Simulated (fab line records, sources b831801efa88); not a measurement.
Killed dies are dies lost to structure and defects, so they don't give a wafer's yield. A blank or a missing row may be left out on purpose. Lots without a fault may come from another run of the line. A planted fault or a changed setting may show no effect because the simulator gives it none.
fab line records | flow sky130
record lots=14 wafers=42 last_day=50
route steps=708 shown FIELD_ISO@1 PWDE@54 NWELL@75 VT_ADJUST_PCH@152
lots that met no fault: from a run of the same line without faults
start_h: hours from the record's first day to the start of the lot's first wafer shown | wait_h: hours since the lot's step before | " the same as in the row above | L1.1+2: a row that stands for several wafers | - no value, or no start given | * or withheld: withheld | < > ~ a bound
route shown NAME@n: a module of which the file shows steps, and the number in the route of the first | usual: mean/standard deviation of fault-free wafers | same: alike in all rows | chamber/n: place in a boat | sites: the reading at each site | _std_site: their standard deviation | _edge_site: outer sites' mean less inner sites' | radius_mm: how far each site lies from the wafer's centre | mask NAME#n: copy n | behind: the tool/chamber that last shaped the wafer | hold: why the lot was held/for how many hours/how that ended | device: the transistor (n, p or np) that didn't switch | end of line: the same wafers' tests at the end of the route | a step without rows: its recipe alone | killed: dies lost to structure and defects at the first sort, not the wafer's yield | map: a wafer's dies, x killed, . not, _ none there
set.NAME: the setting as run; set.NAME@STEP: as run at that earlier step | model.NAME: the simulator's own value behind a step, which no gauge read
steps of the route over a sample of lots; a table a step, a row a wafer
services: from which hour (start_h, from the record's first day; less than 0 if before it) a tool's chamber was out of use, for how many hours, and why
## steps
# step SKY_FIELD_ISO_BOW_MEAS_00
# recipe mode=bow
# usual INCOMING_BOW=0/6.6
# columns lot.wafer tool chamber start_h wait_h INCOMING_BOW[um]
L898.2 film_metro-02 - 15.02 - 1
L898.4 " - " " 6
L898.6 " - " " -5
L899.1 film_metro-04 - 20.00 - 0
L899.4 " - " " 8
L899.6 " - " " 9
L900.1 film_metro-04 - 25.00 - 2
L900.2 " - " " 0
L900.5 " - " " 5
L901.4 film_metro-03 - 30.06 - 0
L901.5 " - " " 5
L901.6 " - " " 8
L904.2 film_metro-02 - 45.02 - 5
L904.4 " - " " -6
L904.6 " - " " 2
L910.1 film_metro-03 - 75.00 - 7
L910.3 " - " " 1
L910.5 " - " " 5
L911.2 film_metro-04 - 80.02 - 13
L911.4 " - " " 14
L911.5 " - " " -2
L912.1 film_metro-03 - 85.00 - -10
L912.2 " - " " -3
L912.4 " - " " 2
L914.2 film_metro-02 - 95.02 - -6
L914.3 " - " " 1
L914.6 " - " " 5
L915.1 film_metro-03 - 100.00 - -2
L915.4 " - " " 2
L915.5 " - " " -5
L916.1 film_metro-03 - 105.00 - -1
L916.3 " - " " 3
L916.4 " - " " -19
L918.1 film_metro-02 - 115.00 - -9
L918.3 " - " " 2
L918.5 " - " " -13
L919.2 film_metro-03 - 120.02 - -1
L919.3 " - " " -3
L919.5 " - " " 17
L920.1 film_metro-02 - 125.00 - -2
L920.2 " - " " -1
L920.3 " - " " 12
# step SKY_PWDE_STRIP_09
# recipe chemistry=O2/N2 power_w=1400 pressure_mtorr=1500 platen_temp_c=withheld o2_flow_sccm=3000 n2_flow_sccm=300 overash_fraction=0.5
# usual drypump_motor_current_A=5.78/0.28 n2_flow_sccm=300.0/0.87 oes_product_au=0.722/0.0046 strip_time_to_endpoint_s=36.95/0.12
# same overash_fraction=0.5
# columns lot.wafer tool chamber start_h wait_h drypump_motor_current_A n2_flow_sccm oes_product_au rf_hours_counter_h strip_time_to_endpoint_s
L898.2 plasma_asher-03 1 78.15 0.1 5.72 300.5 0.733 39 37.00
L898.4 " 0 " " 5.82 300.2 0.713 - 37.05
L898.6 " 0 " " 5.80 299.4 0.717 - 37.03
L899.1 plasma_asher-03 0 78.63 0.1 5.81 300.3 0.723 39 36.94
L899.4 " 0 " " 5.81 300.6 0.723 - 36.90
L899.6 " 1 " " 5.71 298.8 0.721 - 36.92
L900.1 plasma_asher-04 0 91.20 0.1 5.99 300.3 0.721 27 36.95
L900.2 " 1 " " 5.33 299.2 0.722 27 37.01
L900.5 " 1 " " 5.29 299.6 0.715 - 37.07
L901.4 plasma_asher-02 0 91.33 0.1 5.80 300.4 0.726 - 36.92
L901.5 " 1 " " 6.07 300.7 0.725 - 36.97
L901.6 " 0 " " 5.79 300.0 0.716 - 37.07
L904.2 plasma_asher-04 0 108.23 0.1 5.99 299.0 0.722 29 37.05
L904.4 " 0 " " 6.00 298.9 0.726 - 37.08
L904.6 " 0 " " 5.98 298.8 0.712 - 36.95
L910.1 plasma_asher-02 1 142.33 0.1 6.09 301.5 0.727 44 36.79
L910.3 " 0 " " 5.81 300.0 0.723 - 36.73
L910.5 " 1 " " 6.11 300.3 0.723 - 36.76
L911.2 plasma_asher-04 1 148.04 0.1 5.30 300.1 0.719 33 37.15
L911.4 " 0 " " 6.01 298.5 0.725 - 36.93
L911.5 " 1 " " 5.28 301.2 0.725 - 36.95
L912.1 plasma_asher-04 1 154.30 0.1 5.29 300.7 0.724 33 36.91
L912.2 " 0 " " 6.00 302.1 0.725 33 36.76
L912.4 " 1 " " 5.28 301.9 0.723 - 36.82
L914.2 plasma_asher-03 0 165.80 0.1 5.83 298.8 0.729 5 36.96
L914.3 " 1 " " 5.73 299.4 0.719 - 36.86
L914.6 " 1 " " 5.68 300.6 0.723 - 36.85
L916.1 plasma_asher-04 0 177.00 0.1 6.00 299.4 0.723 36 36.94
L916.3 " 0 " " 5.98 299.6 0.724 - 36.91
L916.4 " 1 " " 5.28 299.9 0.724 - 36.91
L915.1 plasma_asher-02 0 177.58 0.1 5.80 300.4 0.717 48 37.12
L915.4 " 0 " " 5.77 300.8 0.729 - 37.13
L915.5 " 0 " " 5.78 299.9 0.714 - 37.17
L918.1 plasma_asher-04 1 186.00 0.1 5.29 300.6 0.731 37 37.12
L918.3 " 0 " " 5.99 300.4 0.725 - 37.21
L918.5 " 1 " " 5.30 301.0 0.723 - 37.13
L919.2 plasma_asher-02 1 191.03 0.1 6.04 300.1 0.717 49 37.07
L919.3 " 1 " " 6.06 299.9 0.717 - 37.00
L919.5 " 1 " " 6.05 299.2 0.723 - 37.02
L920.1 plasma_asher-04 0 198.19 0.1 6.01 301.5 0.722 38 36.96
L920.2 " 1 " " 5.31 300.2 0.714 38 37.01
L920.3 " 0 " " 6.01 300.8 0.721 - 36.93
# step SKY_NWELL_DEVELOP_22
# recipe wall_angle_deg=90 developer=TMAH develop_time_s=60 dev_temp_c=23
# usual chill_plate_temp_C=22.99/0.11 develop_time_s=60/0
# columns lot.wafer tool chamber start_h wait_h chill_plate_temp_C develop_time_s
L898.2 litho_track-03 0 114 - 22.85 60
L898.4 " 0 115 - 22.85 60
L898.6 " 0 " " 23.06 60
L899.1 litho_track-02 0 115 - 22.76 60
L899.4 " 0 " " 22.77 60
L899.6 " 0 " " 22.94 60
L900.1 litho_track-03 0 127 - 22.95 60
L900.2 " 0 " " 23.03 60
L900.5 " 0 " " 22.85 60
L901.4 litho_track-01 0 128 - 22.95 60
L901.5 " 0 " " 22.99 60
L901.6 " 0 " " 22.86 60
L904.2 litho_track-02 0 146 - 23.04 60
L904.4 " 0 " " 22.93 60
L904.6 " 0 " " 23.01 60
L910.1 litho_track-02 - 183 - - -
L910.3 " - " " - -
L910.5 " - " " - -
L911.2 litho_track-03 - 188 - - -
L911.4 " - " " - -
L911.5 " - " " - -
L912.1 litho_track-02 0 195 - 22.98 60
L912.2 " 0 " " 22.92 60
L912.4 " 0 " " 22.84 60
L914.2 litho_track-02 0 209 - 23.05 60
L914.3 " 0 " " 23.02 60
L914.6 " 0 " " 22.77 60
L916.1 litho_track-02 0 220 - 23.07 60
L916.3 " 0 " " 23.17 60
L916.4 " 0 " " 23.00 60
L915.1 litho_track-01 0 222 - 23.09 60
L915.4 " 0 " " 23.05 60
L915.5 " 0 " " 23.12 60
L918.1 litho_track-02 0 231 - 22.85 60
L918.3 " 0 " " 23.01 60
L918.5 " 0 " " 22.82 60
L919.2 litho_track-03 0 236 - 23.04 60
L919.3 " 0 " " 23.03 60
L919.5 " 0 " " 23.15 60
L920.1 litho_track-02 0 244 - 23.21 60
L920.2 " 0 " " 22.98 60
L920.3 " 0 " " 23.00 60
# step SKY_VT_ADJUST_PCH_STRIP_09
# recipe chemistry=O2/N2 power_w=1400 pressure_mtorr=1500 platen_temp_c=withheld o2_flow_sccm=3000 n2_flow_sccm=300 overash_fraction=0.5
# usual drypump_motor_current_A=6.0/0.4 n2_flow_sccm=300.1/0.84 oes_product_au=0.723/0.0048 strip_time_to_endpoint_s=37.00/0.1
# same overash_fraction=0.5
# columns lot.wafer tool chamber start_h wait_h drypump_motor_current_A n2_flow_sccm oes_product_au rf_hours_counter_h strip_time_to_endpoint_s
L898.2 plasma_asher-04 0 241.54 0.1 6.0 300.2 0.723 42 37.09
L898.4 " 0 " " 6.0 301.3 0.729 - 37.00
L898.6 " 1 " " 5.3 301.3 0.717 - 36.97
L899.1 plasma_asher-02 0 243.45 0.1 5.8 300.5 0.718 54 36.91
L899.4 " 1 " " 6.1 298.2 0.726 - 36.81
L899.6 " 1 " " 6.1 299.9 0.724 - 37.04
L900.1 plasma_asher-01 1 260.45 0.1 6.7 299.6 0.720 60 36.89
L900.2 " 0 " " 6.1 298.3 0.731 60 36.83
L900.5 " 1 " " 6.7 298.9 0.722 - 36.94
L901.4 plasma_asher-02 0 261.12 0.1 5.8 301.8 0.726 - 37.24
L901.5 " 1 " " 6.0 298.5 0.726 - 36.99
L901.6 " 0 " " 5.8 300.2 0.730 - 37.12
L904.2 plasma_asher-04 1 283.50 0.1 5.3 300.5 0.716 46 37.01
L904.4 " 0 " " 6.0 299.2 0.715 - 37.07
L904.6 " 0 " " 6.0 299.8 0.721 - 37.06
L910.1 plasma_asher-02 1 328.19 0.1 6.1 298.9 0.731 62 37.14
L910.3 " 0 " " 5.8 299.6 0.728 - 37.09
L910.5 " 0 " " 5.8 301.6 0.727 - 37.04
L911.2 plasma_asher-04 1 336.60 0.1 5.3 299.4 0.720 51 36.97
L911.4 " 0 " " 6.0 301.2 0.718 - 36.90
L911.5 " 1 " " 5.3 300.4 0.714 - 36.97
L912.1 plasma_asher-04 0 342.04 0.1 6.0 300.0 0.716 51 37.18
L912.2 " 1 " " 5.3 300.5 0.724 51 37.12
L912.4 " 1 " " 5.3 300.1 0.727 - 37.25
L914.2 plasma_asher-04 0 361.64 0.1 6.0 299.9 0.718 53 37.01
L914.3 " 0 " " 6.0 299.4 0.722 - 37.06
L914.6 " 1 " " 5.3 299.8 0.723 - 37.11
L916.1 plasma_asher-04 1 374.99 0.1 5.3 299.2 0.717 55 36.87
L916.3 " 0 " " 6.0 300.1 0.705 - 36.95
L916.4 " 1 " " 5.3 300.0 0.729 - 36.88
L915.1 plasma_asher-01 1 376.49 0.1 6.7 299.2 0.725 71 37.18
L915.4 " 1 " " 6.7 300.0 0.723 - 37.18
L915.5 " 0 " " 6.1 299.3 0.725 - 37.16
L918.1 plasma_asher-02 0 386.04 0.1 5.8 300.8 0.731 68 37.01
L918.3 " 0 " " 5.8 301.0 0.719 - 37.08
L918.5 " 1 " " 6.0 302.0 0.727 - 36.88
L919.2 plasma_asher-02 0 399.44 0.1 5.8 300.3 0.725 69 36.86
L919.3 " 1 " " 6.1 300.2 0.726 - 36.91
L919.5 " 1 " " 6.1 301.2 0.728 - 36.88
L920.1 plasma_asher-01 0 402.79 0.1 6.1 300.3 0.729 74 37.07
L920.2 " 1 " " 6.7 300.4 0.724 74 37.10
L920.3 " 1 " " 6.7 301.2 0.723 - 36.89
## services
# columns tool chamber start_h hours kind
plasma_asher-02 - 67.69 6.8 repair
plasma_asher-04 - 67.69 1.5 repair
plasma_asher-04 - 76.88 1.9 repair
plasma_asher-03 - 108.75 9.0 pm
plasma_asher-03 0 108.75 9.0 vent_cycle
plasma_asher-03 1 108.75 9.0 vent_cycle
plasma_asher-03 0 117.75 - clean
plasma_asher-03 1 117.75 - clean
litho_track-03 - 204.08 - consumable_replace:filter
plasma_asher-03 - 220.70 3.4 repair
plasma_asher-04 - 245.35 5.1 repair
plasma_asher-01 - 319.19 1.6 repair
plasma_asher-03 - 350.12 2.8 pm
plasma_asher-03 - 380.63 1.6 repair
## key
first_sign step=SKY_NWELL_DEVELOP_22 reading=tool_record direction=missing
effect none on later readings
met_at SKY_NWELL_DEVELOP_22
struck_lots L910,L911
sort_left_out L910.1,L910.3,L910.5,L911.2,L911.4,L911.5
tester_left_out L910,L911
not_acting_at SKY_FIELD_ISO_BOW_MEAS_00,SKY_PWDE_STRIP_09,SKY_VT_ADJUST_PCH_STRIP_09
onset_between 146 183
fault kind=skipped_step_whole tool=litho_track-02,litho_track-03 chamber=- onset_h=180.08 steps=SKY_NWELL_DEVELOP_22 scope=struck_lots_only
# tester_left_out: of these lots the tester's yield and bins aren't shown, on N5 and GAA mostly nor the transistor test; their killed dies are dies lost to structure and defects alone, not to doping, threshold or leakage, so they don't give the yield
# sort_left_out: the simulated sort isn't trusted on such a fault, so these wafers' sort isn't shown, and their yield isn't known
